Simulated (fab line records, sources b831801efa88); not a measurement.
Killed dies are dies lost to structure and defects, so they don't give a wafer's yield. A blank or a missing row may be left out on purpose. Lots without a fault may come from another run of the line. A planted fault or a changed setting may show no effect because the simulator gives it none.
Which tool did it? | flow gf180mcu | 10 lots, 30 wafers sampled, at 3 steps of a route of 602

WHAT THE GAUGES READ, wafer by wafer
GF_MIM_RS_MEAS_10: measures by four-point-probe.
lot  | measured     | on            | MIM_ALCU_RS (ohm/sq)
L422 | day 25 02:28 | film_metro-02 | 0.1610 0.1629 0.1573
L424 | day 25 19:10 | film_metro-02 | 0.1609 0.1604 0.1622
L426 | day 26 12:11 | film_metro-03 | 0.1620 0.1589 0.1615
L427 | day 26 21:23 | film_metro-02 | 0.1610 0.1637 0.1611
L429 | day 27 14:20 | film_metro-02 | 0.1600 0.1622 0.1609
L430 | day 27 19:31 | film_metro-04 | 0.1609 0.1634 0.1626
L431 | day 28 00:38 | film_metro-04 | 0.1597 0.1623 0.1618
L437 | day 29 22:06 | film_metro-04 | 0.1614 0.1647 0.1594
L438 | day 30 08:04 | film_metro-04 | 0.1622 0.1560 0.1563
L443 | day 31 11:55 | film_metro-04 | 0.1759 0.1792 0.1590

WHICH TOOL RAN EACH LOT (tool, then ch and the chambers of the sampled wafers, then the start)
lot  | GF_V4_SPUTTER_22             | GF_MIM_SPUTTER_08
L422 | pvd_sputter-04, day 25 01:23 | pvd_sputter-02, day 25 02:23
L424 | pvd_sputter-04, day 25 18:07 | pvd_sputter-02, day 25 19:07
L426 | pvd_sputter-02, day 26 11:05 | pvd_sputter-02, day 26 12:08
L427 | pvd_sputter-01, day 26 20:20 | pvd_sputter-04, day 26 21:20
L429 | pvd_sputter-02, day 27 13:16 | pvd_sputter-02, day 27 14:17
L430 | pvd_sputter-02, day 27 18:28 | pvd_sputter-02, day 27 19:27
L431 | pvd_sputter-01, day 27 23:32 | pvd_sputter-02, day 28 00:32
L437 | pvd_sputter-04, day 29 19:08 | pvd_sputter-02, day 29 22:02
L438 | pvd_sputter-04, day 30 06:39 | pvd_sputter-04, day 30 08:01
L443 | pvd_sputter-01, day 31 10:31 | pvd_sputter-02, day 31 11:51
- GF_V4_SPUTTER_22: material TiN, target thk 10 nm, time 40 s.
- GF_MIM_SPUTTER_08: material AlCu, target thk 200 nm, time 10.6 s.

THE ANSWER, worked out from the rows above alone
Rule: what is usual is taken from the lots themselves. Put in order of their means at a reading, lots are off if they are a third of the lots or fewer, leave a main group of 4 or more, and stand apart from it by a gap of 3 or more times the standard deviation of the main group's means; of several such gaps the widest counts. A main group whose means are all the same, to the digits that the tables above print for the reading, isn't used. A lot without any number at a reading at which 4 lots or more have one is off too. The other lots that the step has rows for count as sound.
Off: L443, at GF_MIM_RS_MEAS_10 (MIM_ALCU_RS). The main group: mean 0.1610 ohm/sq, standard deviation 0.0011.
A tool fits if, at a process step before that reading, it ran every lot that is off, and no sound lot after the first of them. The gauges at GF_MIM_RS_MEAS_10 are tried like those tools. Can't be told from this: 3 tools fit, pvd_sputter-01 at GF_V4_SPUTTER_22, pvd_sputter-02 at GF_MIM_SPUTTER_08, film_metro-04 at GF_MIM_RS_MEAS_10.

WHAT THE SIMULATOR HAD PUT IN
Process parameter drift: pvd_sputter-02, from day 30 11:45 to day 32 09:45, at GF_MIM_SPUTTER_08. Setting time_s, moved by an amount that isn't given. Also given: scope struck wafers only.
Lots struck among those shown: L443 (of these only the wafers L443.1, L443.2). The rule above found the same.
